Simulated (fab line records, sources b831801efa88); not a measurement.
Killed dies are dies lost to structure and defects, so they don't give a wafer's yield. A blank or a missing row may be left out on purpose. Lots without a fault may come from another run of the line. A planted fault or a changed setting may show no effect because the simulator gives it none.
Which tool did it? | flow gf180mcu | 14 lots, 42 wafers sampled, at 5 steps of a route of 602

WHAT THE GAUGES READ, wafer by wafer
GF_HV_LDD_TW_MEAS_23. Usual: HV_LDD_2_TW 1063, standard deviation 5.6.
lot  | measured     | on            | HV_LDD_2_TW    | flag
L593 | day 11 23:07 | film_metro-03 | 1064 1063 1060 |
L594 | day 12 01:41 | film_metro-04 | 1060 1059 1065 |
L597 | day 13 01:48 | film_metro-03 | 1054 1059 1054 |
L599 | day 13 17:08 | film_metro-03 | 1057 1059 1053 |
L601 | day 14 11:34 | film_metro-03 | 1067 1060 1060 |
L602 | day 14 19:31 | film_metro-03 | 1110 1109 1108 | OFF
L603 | day 15 01:12 | film_metro-02 | 1109 1117 1109 | OFF
L606 | day 15 21:46 | film_metro-03 | 1063 1065 1059 |
L608 | day 16 10:10 | film_metro-04 | 1067 1061 1064 |
L609 | day 16 22:41 | film_metro-02 | 1058 1067 1057 |
L610 | day 17 07:22 | film_metro-02 | 1071 1071 1064 |
L611 | day 17 18:01 | film_metro-04 | 1077 1069 1074 |
L612 | day 17 21:43 | film_metro-03 | 1055 1057 1049 |
L613 | day 18 02:09 | film_metro-04 | 1062 1066 1067 |

GF_V2_BOW_MEAS_05. Usual: V2_BOW 104 um, standard deviation 8.
lot  | measured     | on            | V2_BOW (um) | flag
L593 | day 20 17:43 | film_metro-02 | 98 108 101  |
L594 | day 20 23:28 | film_metro-04 | 103 106 110 |
L597 | day 22 02:10 | film_metro-04 | 97 100 95   |
L599 | day 22 21:49 | film_metro-03 | 96 108 113  |
L601 | day 23 15:50 | film_metro-02 | 107 103 94  |
L602 | day 24 00:19 | film_metro-02 | 88 100 89   |
L603 | day 24 07:34 | film_metro-03 | 103 109 116 |
L606 | day 25 03:23 | film_metro-04 | 87 110 90   |
L608 | day 25 19:03 | film_metro-03 | 106 107 101 |
L609 | day 26 03:44 | film_metro-04 | 106 106 113 |
L610 | day 26 11:41 | film_metro-03 | 103 109 102 |
L611 | day 26 22:17 | film_metro-03 | 107 103 113 |
L612 | day 26 22:56 | film_metro-02 | 111 100 105 |
L613 | day 27 03:59 | film_metro-03 | 108 104 96  |

GF_V2_OVL_MEAS_15. Usual: V2_OVL 2 nm, standard deviation 5.3.
lot  | measured     | on         | V2_OVL (nm) | flag
L593 | day 21 18:43 | overlay-02 | -2 -3 -7    |
L594 | day 21 23:33 | overlay-01 | -1 0 -3     |
L597 | day 23 00:49 | overlay-01 | -6 -7 -5    |
L599 | day 23 20:26 | overlay-01 | 5 -1 2      |
L601 | day 24 14:07 | overlay-02 | 2 2 5       |
L602 | day 24 22:43 | overlay-02 | -3 4 2      |
L603 | day 25 05:12 | overlay-01 | 6 15 2      |
L606 | day 26 01:04 | overlay-02 | 3 1 11      |
L608 | day 26 15:46 | overlay-02 | -6 -3 -8    |
L609 | day 27 00:48 | overlay-02 | 5 8 9       |
L610 | day 27 07:42 | overlay-02 | 0 2 0       |
L611 | day 27 18:22 | overlay-01 | 11 12 8     |
L612 | day 27 19:11 | overlay-01 | -2 -2 1     |
L613 | day 28 00:07 | overlay-02 | 5 5 1       |

WHICH TOOL RAN EACH LOT (tool, then ch and the chambers of the sampled wafers, then the start)
lot  | GF_HV_LDD_IMPLANT_21            | GF_M2_SPUTTER_03
L593 | implanter-02 ch 0, day 11 22:53 | pvd_sputter-04, day 19 15:52
L594 | implanter-02 ch 0, day 12 01:26 | pvd_sputter-01, day 19 21:57
L597 | implanter-03 ch 0, day 13 01:33 | pvd_sputter-04, day 21 00:51
L599 | implanter-01 ch 0, day 13 16:55 | pvd_sputter-04, day 21 21:04
L601 | implanter-02 ch 0, day 14 11:20 | pvd_sputter-04, day 22 15:47
L602 | implanter-01 ch 0, day 14 19:16 | pvd_sputter-01, day 23 00:25
L603 | implanter-01 ch 0, day 15 00:57 | pvd_sputter-02, day 23 07:29
L606 | implanter-03 ch 0, day 15 21:31 | pvd_sputter-02, day 24 05:13
L608 | implanter-02 ch 0, day 16 09:55 | pvd_sputter-02, day 24 19:56
L609 | implanter-02 ch 0, day 16 22:26 | pvd_sputter-02, day 25 04:49
L610 | implanter-03 ch 0, day 17 07:08 | pvd_sputter-01, day 25 13:22
L611 | implanter-01 ch 0, day 17 17:46 | pvd_sputter-04, day 25 23:53
L612 | implanter-03 ch 0, day 17 21:29 | pvd_sputter-04, day 26 01:16
L613 | implanter-02 ch 0, day 18 01:55 | pvd_sputter-02, day 26 06:00
- GF_HV_LDD_IMPLANT_21
- GF_M2_SPUTTER_03: material Ti, target thk 10 nm, time 6.7 s.

WHAT THE TOOLS THEMSELVES READ (means of the sampled wafers that have a number; where no wafer has one, the mark that the record gives instead)
GF_HV_LDD_IMPLANT_21. Usual: dose_ions_cm2 5.001e+13, standard deviation 5.8e+10; faraday_current_uA 282, standard deviation 6.1.
lot  | tool         | dose_ions_cm2 | faraday_current_uA | flag
L593 | implanter-02 | 4.997e+13     | 283                |
L594 | implanter-02 | 5.004e+13     | 279                |
L597 | implanter-03 | 5.000e+13     | 282                |
L599 | implanter-01 | 5.007e+13     | 286                |
L601 | implanter-02 | 4.990e+13     | 279                |
L602 | implanter-01 | 5.786e+13     | 325                | OFF
L603 | implanter-01 | 5.779e+13     | 322                | OFF
L606 | implanter-03 | 5.003e+13     | 281                |
L608 | implanter-02 | 4.996e+13     | 288                |
L609 | implanter-02 | 5.001e+13     | 276                |
L610 | implanter-03 | 4.996e+13     | 281                |
L611 | implanter-01 | 5.003e+13     | 282                |
L612 | implanter-03 | 5.001e+13     | 282                |
L613 | implanter-02 | 5.004e+13     | 281                |

GF_M2_SPUTTER_03. Usual: throttle_valve_pct 30.0 %, standard deviation 1.3.
lot  | tool           | throttle_valve_pct (%) | flag
L593 | pvd_sputter-04 | 30.3                   |
L594 | pvd_sputter-01 | 27.4                   |
L597 | pvd_sputter-04 | 30.7                   |
L599 | pvd_sputter-04 | 31.0                   |
L601 | pvd_sputter-04 | 30.2                   |
L602 | pvd_sputter-01 | 28.4                   |
L603 | pvd_sputter-02 | 30.4                   |
L606 | pvd_sputter-02 | 30.3                   |
L608 | pvd_sputter-02 | 30.7                   |
L609 | pvd_sputter-02 | 30.4                   |
L610 | pvd_sputter-01 | 28.8                   |
L611 | pvd_sputter-04 | 30.2                   |
L612 | pvd_sputter-04 | 30.6                   |
L613 | pvd_sputter-02 | 30.8                   |

THE ANSWER, worked out from the rows above alone
Rule: a lot is off if the mean of its wafers that have a number lies more than 3 standard deviations from the usual mean. A lot without any number at a reading at which 4 lots or more have one is off too. The other lots that the step has rows for count as sound. The gauges are gone through in route order, then the tools' own readings, and for those a lot's mean is taken as printed above. The first step at which some lot is off is used, and at that step the reading that is off furthest; a lot without a number counts as furthest.
Off: L602, L603, at GF_HV_LDD_TW_MEAS_23 (HV_LDD_2_TW).
A tool fits if, at a process step before that reading, it ran every lot that is off, and no sound lot after the first of them. The gauges at GF_HV_LDD_TW_MEAS_23 aren't tried: what is off there is off at GF_HV_LDD_IMPLANT_21 too, on other tools, and a gauge's error can't cause that. None of those tried fits.

WHAT THE SIMULATOR HAD PUT IN
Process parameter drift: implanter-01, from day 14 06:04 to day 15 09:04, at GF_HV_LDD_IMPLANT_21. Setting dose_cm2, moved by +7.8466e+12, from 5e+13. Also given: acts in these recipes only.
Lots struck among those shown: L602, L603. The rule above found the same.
